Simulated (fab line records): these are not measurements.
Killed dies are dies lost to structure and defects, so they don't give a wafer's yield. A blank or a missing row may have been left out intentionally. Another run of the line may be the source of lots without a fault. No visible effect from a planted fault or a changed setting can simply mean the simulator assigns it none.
fab line records ; flow gf180mcu
record lots=14; wafers=42; lastDay=34
route steps=602 shown NWELL@49 LVPWELL@61 VT_IMPLANT@109
lots that met no fault: taken from a fault-free run of the same line
startH: the number of hours between the record's first day and the start of the first shown wafer of the lot ; waitH: hours elapsed since this lot's preceding step ; " repeats the value in the row above ; L1.1+2: a row that stands for several wafers ; - value missing, or start not given ; * or withheld: withheld ; < > ~ a bound
route shown NAME@n: NAME is a module with steps in the file, n the number in the route of the first one ; usual: average and standard deviation across the fault-free wafers ; same: alike in all rows ; chamber/n: place in a boat ; sites: each site's reading ; _std_site: the values' standard deviation ; _edge_site: mean of outer sites minus mean of inner sites ; radiusMm: how far each site lies from the wafer's centre ; mask NAME#n: copy n ; behind: the tool/chamber that last shaped the wafer ; hold: why the lot went on hold/how many hours it stayed there/how the hold came to an end ; device: transistor that didn't switch, given as n, p or np ; end of line: tests of these same wafers at the route's end ; a step without rows: its recipe alone ; killed: dies lost to structure and defects at the first sort, not the wafer's yield ; map: dies across one wafer; x = killed, . = not, _ = none there
set.NAME: the run value of the setting; set.NAME@STEP: its run value at that earlier step ; model.NAME: the simulator's own value behind a step, which no gauge read
one table for each step of the route and one row for each wafer, over a sample of lots
services: from which hour (startH, from the record's first day; less than 0 if before it) a tool's chamber was out of use, for how many hours, and why
## steps
# step GF_NWELL_OVL_MEAS_07
# usual NWELL_OVL=-0.8/1.3
lot.wafer;tool;chamber;startH;waitH;NWELL_OVL[nm]
L207.1;overlay-02;-;62.41;-;-2.8
L207.2;overlay-02;-;62.41;-;-1.7
L207.5;overlay-02;-;62.41;-;-2.3
L208.1;overlay-01;-;68.46;-;-2.4
L208.2;overlay-01;-;68.46;-;-2.2
L208.5;overlay-01;-;68.46;-;0.6
L209.1;overlay-01;-;72.03;-;0.1
L209.3;overlay-01;-;72.03;-;-0.3
L209.5;overlay-01;-;72.03;-;-0.7
L211.1;overlay-02;-;82.51;-;-0.7
L211.3;overlay-02;-;82.51;-;-1.8
L211.6;overlay-02;-;82.51;-;-2.7
L214.1;overlay-02;-;102.06;-;-0.4
L214.3;overlay-02;-;102.06;-;-1.9
L214.6;overlay-02;-;102.06;-;-1.2
L215.2;overlay-01;-;106.51;-;-1.2
L215.3;overlay-01;-;106.51;-;0.3
L215.6;overlay-01;-;106.51;-;-0.1
L218.1;overlay-02;-;121.06;-;-0.1
L218.2;overlay-02;-;121.06;-;-1.0
L218.3;overlay-02;-;121.06;-;-0.3
L221.3;overlay-02;-;140.04;-;-0.3
L221.4;overlay-02;-;140.04;-;0.0
L221.6;overlay-02;-;140.04;-;-0.9
L224.3;overlay-02;-;154.62;-;-0.4
L224.4;overlay-02;-;154.62;-;-1.4
L224.6;overlay-02;-;154.62;-;-2.1
L225.1;overlay-02;-;159.83;-;-0.5
L225.5;overlay-02;-;159.83;-;-1.6
L225.6;overlay-02;-;159.83;-;-1.5
L226.1;overlay-02;-;166.33;-;-2.2
L226.2;overlay-02;-;166.33;-;-1.2
L226.4;overlay-02;-;166.33;-;-2.3
L227.1;overlay-02;-;171.78;-;-1.0
L227.4;overlay-02;-;171.78;-;-0.5
L227.5;overlay-02;-;171.78;-;-0.2
L228.2;overlay-02;-;177.22;-;-1.5
L228.4;overlay-02;-;177.22;-;-2.0
L228.5;overlay-02;-;177.22;-;1.1
L229.1;overlay-02;-;182.18;-;-1.4
L229.2;overlay-02;-;182.18;-;-1.4
L229.3;overlay-02;-;182.18;-;-1.8
# step GF_NWELL_TW_MEAS_11
# usual NWELL_TW=1569/11
lot.wafer;tool;chamber;startH;waitH;NWELL_TW
L207.1;filmMetro-01;-;62.85;0.1;1559
L207.2;filmMetro-01;-;62.85;0.1;1551
L207.5;filmMetro-01;-;62.85;0.1;1551
L208.1;filmMetro-02;-;68.90;0.1;1587
L208.2;filmMetro-02;-;68.90;0.1;1584
L208.5;filmMetro-02;-;68.90;0.1;1591
L209.1;filmMetro-01;-;72.49;0.1;1564
L209.3;filmMetro-01;-;72.49;0.1;1564
L209.5;filmMetro-01;-;72.49;0.1;1568
L211.1;filmMetro-03;-;82.94;0.1;1565
L211.3;filmMetro-03;-;82.94;0.1;1564
L211.6;filmMetro-03;-;82.94;0.1;1571
L214.1;filmMetro-03;-;102.49;0.1;1561
L214.3;filmMetro-03;-;102.49;0.1;1564
L214.6;filmMetro-03;-;102.49;0.1;1567
L215.2;filmMetro-02;-;106.95;0.1;1591
L215.3;filmMetro-02;-;106.95;0.1;1600
L215.6;filmMetro-02;-;106.95;0.1;1600
L218.1;filmMetro-02;-;121.50;0.1;1588
L218.2;filmMetro-02;-;121.50;0.1;1579
L218.3;filmMetro-02;-;121.50;0.1;1584
L221.3;filmMetro-03;-;140.48;0.1;1577
L221.4;filmMetro-03;-;140.48;0.1;1573
L221.6;filmMetro-03;-;140.48;0.1;1566
L224.3;filmMetro-03;-;155.07;0.1;1574
L224.4;filmMetro-03;-;155.07;0.1;1569
L224.6;filmMetro-03;-;155.07;0.1;1575
L225.1;filmMetro-02;-;160.26;0.1;1582
L225.5;filmMetro-02;-;160.26;0.1;1575
L225.6;filmMetro-02;-;160.26;0.1;1571
L226.1;filmMetro-01;-;166.76;0.1;1561
L226.2;filmMetro-01;-;166.76;0.1;1564
L226.4;filmMetro-01;-;166.76;0.1;1570
L227.1;filmMetro-01;-;172.21;0.1;1575
L227.4;filmMetro-01;-;172.21;0.1;1578
L227.5;filmMetro-01;-;172.21;0.1;1569
L228.2;filmMetro-01;-;177.66;0.1;1564
L228.4;filmMetro-01;-;177.66;0.1;1567
L228.5;filmMetro-01;-;177.66;0.1;1565
L229.1;filmMetro-03;-;182.61;0.1;1567
L229.2;filmMetro-03;-;182.61;0.1;1568
L229.3;filmMetro-03;-;182.61;0.1;1568
# step GF_LVPWELL_OVL_MEAS_07
# usual LVPWELL_OVL=0.2/1.5
lot.wafer;tool;chamber;startH;waitH;LVPWELL_OVL[nm]
L207.1;overlay-01;-;75.46;-;1.3
L207.2;overlay-01;-;75.46;-;-1.3
L207.5;overlay-01;-;75.46;-;-0.9
L208.1;overlay-01;-;81.41;-;3.3
L208.2;overlay-01;-;81.41;-;1.0
L208.5;overlay-01;-;81.41;-;0.3
L209.1;overlay-02;-;85.73;-;0.8
L209.3;overlay-02;-;85.73;-;-0.7
L209.5;overlay-02;-;85.73;-;0.5
L211.1;overlay-01;-;96.38;-;0.2
L211.3;overlay-01;-;96.38;-;1.0
L211.6;overlay-01;-;96.38;-;-1.1
L214.1;overlay-02;-;116.46;-;-0.3
L214.3;overlay-02;-;116.46;-;1.1
L214.6;overlay-02;-;116.46;-;2.2
L215.2;overlay-01;-;121.21;-;0.1
L215.3;overlay-01;-;121.21;-;1.7
L215.6;overlay-01;-;121.21;-;0.1
L218.1;overlay-02;-;137.06;-;0.5
L218.2;overlay-02;-;137.06;-;-0.3
L218.3;overlay-02;-;137.06;-;-2.8
L221.3;overlay-02;-;156.42;-;3.7
L221.4;overlay-02;-;156.42;-;1.3
L221.6;overlay-02;-;156.42;-;-0.2
L224.3;overlay-01;-;170.77;-;1.9
L224.4;overlay-01;-;170.77;-;3.3
L224.6;overlay-01;-;170.77;-;2.0
L225.1;overlay-02;-;175.91;-;0.4
L225.5;overlay-02;-;175.91;-;-0.1
L225.6;overlay-02;-;175.91;-;-2.0
L226.1;overlay-02;-;182.53;-;-2.2
L226.2;overlay-02;-;182.53;-;-0.8
L226.4;overlay-02;-;182.53;-;-2.1
L227.1;overlay-02;-;187.96;-;-0.6
L227.4;overlay-02;-;187.96;-;-1.8
L227.5;overlay-02;-;187.96;-;1.0
L228.2;overlay-02;-;194.11;-;0.3
L228.4;overlay-02;-;194.11;-;0.5
L228.5;overlay-02;-;194.11;-;0.5
L229.1;overlay-01;-;199.28;-;1.2
L229.2;overlay-01;-;199.28;-;-2.7
L229.3;overlay-01;-;199.28;-;0.7
# step GF_VT_IMPLANT_IMPLANT_19
# recipe species=As; energyKev=100; doseCm2=4.35e+12; tiltDeg=7
# usual beamEnergyKeV=100.00/0.033; beamOnS=9.98/0.21; endStationPressureTorr=5.01e-06/2.6e-07
lot.wafer;tool;chamber;startH;waitH;beamEnergyKeV;beamOnS;endStationPressureTorr
L207.1;implanter-04;0;133.00;0.0;99.96;10.11;4.97e-06
L207.2;implanter-04;0;133.00;0.0;100.04;9.95;5.02e-06
L207.5;implanter-04;0;133.00;0.0;99.96;10.09;4.83e-06
L208.1;implanter-04;0;139.89;0.0;99.99;9.86;5.04e-06
L208.2;implanter-04;0;139.89;0.0;99.98;9.73;4.96e-06
L208.5;implanter-04;0;139.89;0.0;99.94;10.14;4.68e-06
L209.1;implanter-04;0;145.16;0.0;100.06;10.00;5.31e-06
L209.3;implanter-04;0;145.16;0.0;100.00;9.94;4.76e-06
L209.5;implanter-04;0;145.16;0.0;100.02;10.32;5.15e-06
L211.1;implanter-02;0;157.16;0.0;100.06;10.06;5.56e-06
L211.3;implanter-02;0;157.16;0.0;99.96;9.71;4.95e-06
L211.6;implanter-02;0;157.16;0.0;99.96;9.98;5.18e-06
L214.1;implanter-04;0;179.74;0.0;100.01;10.25;5.01e-06
L214.3;implanter-04;0;179.74;0.0;99.98;10.01;4.53e-06
L214.6;implanter-04;0;179.74;0.0;99.99;10.17;4.93e-06
L215.2;implanter-04;0;186.47;0.0;100.02;9.98;5.15e-06
L215.3;implanter-04;0;186.47;0.0;100.00;9.99;5.09e-06
L215.6;implanter-04;0;186.47;0.0;99.99;9.59;5.06e-06
L218.1;implanter-04;0;203.49;0.0;100.00;10.23;4.6e-06
L218.2;implanter-04;0;203.49;0.0;99.99;10.32;5.2e-06
L218.3;implanter-04;0;203.49;0.0;100.01;9.61;4.7e-06
L221.3;implanter-04;0;224.19;0.1;110.37;10.09;5.18e-06
L221.4;implanter-04;0;224.19;0.1;110.35;9.61;5.08e-06
L221.6;implanter-04;0;224.19;0.1;110.37;9.73;4.96e-06
L224.3;implanter-04;0;240.19;0.1;110.44;10.10;5.3e-06
L224.4;implanter-04;0;240.19;0.1;110.42;10.33;5.15e-06
L224.6;implanter-04;0;240.19;0.1;110.47;9.81;4.92e-06
L225.1;implanter-04;0;245.31;0.0;110.42;9.70;4.71e-06
L225.5;implanter-04;0;245.31;0.0;110.40;10.11;4.78e-06
L225.6;implanter-04;0;245.31;0.0;110.41;9.97;4.66e-06
L226.1;implanter-02;0;253.44;0.0;100.01;9.74;4.91e-06
L226.2;implanter-02;0;253.44;0.0;99.97;9.85;5.1e-06
L226.4;implanter-02;0;253.44;0.0;99.98;10.00;5.09e-06
L227.1;implanter-02;0;260.51;0.0;100.02;10.00;5.03e-06
L227.4;implanter-02;0;260.51;0.0;100.03;9.88;5.06e-06
L227.5;implanter-02;0;260.51;0.0;99.99;10.32;5.05e-06
L228.2;implanter-02;0;266.92;0.0;100.06;9.75;5.05e-06
L228.4;implanter-02;0;266.92;0.0;100.00;10.22;4.61e-06
L228.5;implanter-02;0;266.92;0.0;99.99;10.09;5.41e-06
L229.1;implanter-03;0;271.59;0.0;99.98;10.18;5.36e-06
L229.2;implanter-03;0;271.59;0.0;100.01;10.12;4.86e-06
L229.3;implanter-03;0;271.59;0.0;100.01;9.97;4.91e-06
# step GF_VT_IMPLANT_TW_MEAS_21
# usual VT_IMPLANT_2_TW=1213/7.2
lot.wafer;tool;chamber;startH;waitH;VT_IMPLANT_2_TW
L207.1;filmMetro-03;-;133.25;0.1;1214
L207.2;filmMetro-03;-;133.25;0.1;1212
L207.5;filmMetro-03;-;133.25;0.1;1219
L208.1;filmMetro-03;-;140.14;0.1;1212
L208.2;filmMetro-03;-;140.14;0.1;1210
L208.5;filmMetro-03;-;140.14;0.1;1209
L209.1;filmMetro-03;-;145.41;0.1;1213
L209.3;filmMetro-03;-;145.41;0.1;1211
L209.5;filmMetro-03;-;145.41;0.1;1211
L211.1;filmMetro-04;-;157.41;0.1;1226
L211.3;filmMetro-04;-;157.41;0.1;1231
L211.6;filmMetro-04;-;157.41;0.1;1230
L214.1;filmMetro-01;-;179.99;0.1;1210
L214.3;filmMetro-01;-;179.99;0.1;1215
L214.6;filmMetro-01;-;179.99;0.1;1215
L215.2;filmMetro-04;-;186.70;0.1;1216
L215.3;filmMetro-04;-;186.70;0.1;1219
L215.6;filmMetro-04;-;186.70;0.1;1221
L218.1;filmMetro-04;-;203.74;0.1;1215
L218.2;filmMetro-04;-;203.74;0.1;1217
L218.3;filmMetro-04;-;203.74;0.1;1211
L221.3;filmMetro-03;-;224.41;0.1;1251
L221.4;filmMetro-03;-;224.41;0.1;1247
L221.6;filmMetro-03;-;224.41;0.1;1256
L224.3;filmMetro-03;-;240.41;0.1;1242
L224.4;filmMetro-03;-;240.41;0.1;1246
L224.6;filmMetro-03;-;240.41;0.1;1248
L225.1;filmMetro-03;-;245.56;0.1;1253
L225.5;filmMetro-03;-;245.56;0.1;1245
L225.6;filmMetro-03;-;245.56;0.1;1256
L226.1;filmMetro-03;-;253.69;0.1;1208
L226.2;filmMetro-03;-;253.69;0.1;1212
L226.4;filmMetro-03;-;253.69;0.1;1214
L227.1;filmMetro-03;-;260.76;0.1;1209
L227.4;filmMetro-03;-;260.76;0.1;1210
L227.5;filmMetro-03;-;260.76;0.1;1218
L228.2;filmMetro-03;-;267.15;0.1;1213
L228.4;filmMetro-03;-;267.15;0.1;1215
L228.5;filmMetro-03;-;267.15;0.1;1215
L229.1;filmMetro-01;-;271.84;0.1;1202
L229.2;filmMetro-01;-;271.84;0.1;1202
L229.3;filmMetro-01;-;271.84;0.1;1204
## services
tool;chamber;startH;hours;kind
implanter-04;-;110.38;6.0;repair
implanter-02;-;132.11;11.9;repair
implanter-02;-;169.29;1.8;repair
implanter-03;-;242.34;29.2;pm
implanter-04;-;248.88;3.9;repair
implanter-04;-;252.78;10.5;pm
implanter-04;-;267.45;3.7;pm
## key
firstSign step=GF_VT_IMPLANT_IMPLANT_19; reading=beamEnergyKeV; direction=up; sigmas=99+; usual=100.00; struck=110.41
effect step=GF_VT_IMPLANT_TW_MEAS_21; reading=VT_IMPLANT_2_TW; direction=up; sigmas=5; usual=1213; struck=1249
metAt GF_VT_IMPLANT_IMPLANT_19
struckLots L221,L224,L225
testerLeftOut L221,L224,L225
notActingAt GF_NWELL_OVL_MEAS_07,GF_NWELL_TW_MEAS_11,GF_LVPWELL_OVL_MEAS_07
onsetBetween 203.49 224.19
fault kind=processParameterDrift; tool=implanter-04; chamber=-; onsetH=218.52; steps=GF_VT_IMPLANT_IMPLANT_19; channel=energyKev; offset=10.403; shape=step; endH=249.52; actsIn=theseRecipesOnly; stated=100
# testerLeftOut: of these lots the tester's yield and bins aren't shown, on N5 and GAA mostly nor the transistor test; their killed dies are dies lost to structure and defects alone, not to doping, threshold or leakage, so they don't give the yield
